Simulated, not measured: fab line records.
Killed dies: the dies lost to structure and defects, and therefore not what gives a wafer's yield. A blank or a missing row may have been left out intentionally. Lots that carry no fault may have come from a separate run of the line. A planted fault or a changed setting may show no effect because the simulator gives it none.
Tool commonality check | flow gf180mcu | Lots sampled 12, wafers sampled 36

## REASON IT WAS OPENED
GF_SALICIDE_RS_MEAS_04, reading SALICIDE_TIN_RS: flagged on 3 of 12 lots. No-fault wafers: 16.3 ohm/sq, standard deviation 0.35.
Rule: a lot gets a flag if all its wafers with a number sit over 4 standard deviations from that mean, or if no wafer of it has a number. As for the other lots, they are considered sound.

lot  | measured     | on           | SALICIDE_TIN_RS (ohm/sq), wafer by wafer | flag
L784 | day 15 10:44 | filmMetro-02 | 16.5 16.6 16.5                           | 
L785 | day 15 12:39 | filmMetro-02 | 16.4 16.7 16.4                           | 
L787 | day 16 11:39 | filmMetro-03 | 16.5 16.4 16.4                           | 
L791 | day 17 19:19 | filmMetro-04 | 26.6 27.4 26.5                           | FLAGGED
L792 | day 18 01:38 | filmMetro-03 | 26.6 26.5 26.4                           | FLAGGED
L793 | day 18 09:53 | filmMetro-03 | 26.0 25.1 25.1                           | FLAGGED
L795 | day 19 05:40 | filmMetro-04 | 16.4 17.0 17.0                           | 
L801 | day 21 05:18 | filmMetro-04 | 15.9 16.1 16.0                           | 
L802 | day 21 16:53 | filmMetro-02 | 16.2 16.2 16.5                           | 
L803 | day 21 21:51 | filmMetro-02 | 16.5 16.8 16.8                           | 
L804 | day 22 08:20 | filmMetro-04 | 15.8 16.5 15.9                           | 
L807 | day 23 08:06 | filmMetro-03 | 16.7 16.6 16.6                           | 
On average the flagged lots' numbers are 26.2 ohm/sq, which is +9.9 ohm/sq against the usual, or +28 standard deviations.

## LOT BY LOT: THE TOOL USED
The record holds 1 process step before the reading, out of a route of 602 steps. In each cell: the tool, then ch and the chambers that the sampled wafers went through, then the start.
lot  | flag    | GF_SALICIDE_SPUTTER_03
L784 |         | pvdSputter-01, day 15 10:39
L785 |         | pvdSputter-02, day 15 12:35
L787 |         | pvdSputter-02, day 16 11:35
L791 | FLAGGED | pvdSputter-01, day 17 19:17
L792 | FLAGGED | pvdSputter-01, day 18 01:35
L793 | FLAGGED | pvdSputter-02, day 18 09:49
L795 |         | pvdSputter-04, day 19 05:38
L801 |         | pvdSputter-02, day 21 05:17
L802 |         | pvdSputter-02, day 21 16:50
L803 |         | pvdSputter-02, day 21 21:50
L804 |         | pvdSputter-04, day 22 08:17
L807 |         | pvdSputter-01, day 23 08:05
What these steps do:
- GF_SALICIDE_SPUTTER_03: material TiN, target thk 20 nm, time 16.7 s.
- GF_SALICIDE_RS_MEAS_04: measures by four-point-probe.

## FLAGGED OVER TOTAL, TOOL BY TOOL (the gauges that took the reading come last)
step                   | tool          | lots run | flagged | share of the flagged lots | sound lots run after its first flagged lot
GF_SALICIDE_SPUTTER_03 | pvdSputter-01 | 4        | 2       | some                      | 1 (L807)
GF_SALICIDE_SPUTTER_03 | pvdSputter-02 | 6        | 1       | some                      | 3 (L801,L802,L803)
GF_SALICIDE_SPUTTER_03 | pvdSputter-04 | 2        | 0       | none                      | -
GF_SALICIDE_RS_MEAS_04 | filmMetro-02  | 4        | 0       | none                      | -
GF_SALICIDE_RS_MEAS_04 | filmMetro-03  | 4        | 2       | some                      | 1 (L807)
GF_SALICIDE_RS_MEAS_04 | filmMetro-04  | 4        | 1       | some                      | 3 (L795,L801,L804)

## THE TABLE: WHAT IT ALLOWS
No row of the table ran every flagged lot.

## WHAT THE SIMULATOR HAD INSERTED
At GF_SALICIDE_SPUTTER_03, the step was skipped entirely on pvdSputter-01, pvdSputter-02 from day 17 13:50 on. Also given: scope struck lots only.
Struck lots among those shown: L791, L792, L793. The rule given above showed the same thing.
